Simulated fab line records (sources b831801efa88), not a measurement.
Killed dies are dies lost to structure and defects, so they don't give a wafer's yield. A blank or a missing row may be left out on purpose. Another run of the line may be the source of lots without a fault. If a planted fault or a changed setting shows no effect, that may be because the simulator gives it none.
Comparing a struck lot with a sound one	flow sky130	14 out of 708 route steps
Sound: wafers L935.4, L935.5, L935.6. The struck wafers were L933.1, L933.2, L933.3. Last of all comes the cause.
For every step that has rows: the tool of each side, followed by ch and its chambers, followed by its first start. Under that, the readings that differ: sound wafers	struck wafers	difference of the means	sigmas: that difference in standard deviations of wafers without a fault.
alike: readings with means less than 2 such deviations apart, plus words and numbers identical on both sides. not compared: withheld readings, readings lacking a value on some wafer, bounds such as >300 that could conceal the same value, and numbers that have no deviation in the record and whose values overlap.
Wherever a step has rows on one side only, a row that says differs or no value, or a row with sigmas, the two part there. Numbers that don't overlap but have no deviation are shown without sigmas and don't part them. Lack of a reading on every wafer of one side parts them only where that side has two or more wafers.

first, 2 steps without rows for these wafers: SKY_VT_ADJUST_LVTN_PEB_05; SKY_VT_ADJUST_LVTN_DEVELOP_06 (develop time 60 s).
SKY_VT_ADJUST_LVTN_OVL_MEAS_07:
  sound on overlay-01 at day 11 08:10; struck on overlay-02 at day 11 03:56
  alike: VT_ADJUST_LVTN_OVL
then, 1 step without rows for these wafers: SKY_VT_ADJUST_LVTN_IMPLANT_08.
SKY_VT_ADJUST_LVTN_STRIP_09: strips in O2/N2.
  sound on plasma asher-03 ch 0,1, day 11 08:22; struck on plasma asher-04 ch 0,1, day 11 04:08
  alike: drypump motor current A, o2 flow sccm, oes product au, strip time to endpoint s
  not compared: rf hours counter h
SKY_VT_ADJUST_LVTN_TW_MEAS_10:
  sound on film metro-01 at day 11 08:28; struck on film metro-01 at day 11 04:14
  alike: VT_ADJUST_LVTN_TW
then, 6 steps without rows for these wafers: SKY_VT_ADJUST_LVTN_DEHYDRATE_11 (time 60 s); SKY_VT_ADJUST_LVTN_HMDS_12 (prime time 60 s); SKY_VT_ADJUST_LVTN_COAT_13 (resist thk 1140 nm); SKY_VT_ADJUST_LVTN_SOFTBAKE_14 (time 60 s); SKY_VT_ADJUST_LVTN_EXPOSE_15 (exposes mask HVN STD DERIVED, target cd 600 nm); SKY_VT_ADJUST_LVTN_PEB_16.
SKY_VT_ADJUST_LVTN_DEVELOP_17: develop time 60 s.
  struck on litho track-02, day 12 04:07; sound on litho track-02 ch 0, day 12 07:51
  no value came back on the struck wafers for chill plate temp C (C), develop time s (s); on the sound wafers chill plate temp C (C) reads 22.96 22.91 23.00
SKY_VT_ADJUST_LVTN_OVL_MEAS_18:
  sound on overlay-02 at day 12 07:56; struck on overlay-01 at day 12 04:16
reading	sound	struck	difference	sigmas
VT_ADJUST_LVTN_01_OVL (nm)	2.0 3.2 1.0	- - -	no value on the struck wafers	

== WHERE THEY PART ==
Earliest at SKY_VT_ADJUST_LVTN_DEVELOP_17; latest, in this record, at SKY_VT_ADJUST_LVTN_OVL_MEAS_18.

WHY: what the simulator had put in
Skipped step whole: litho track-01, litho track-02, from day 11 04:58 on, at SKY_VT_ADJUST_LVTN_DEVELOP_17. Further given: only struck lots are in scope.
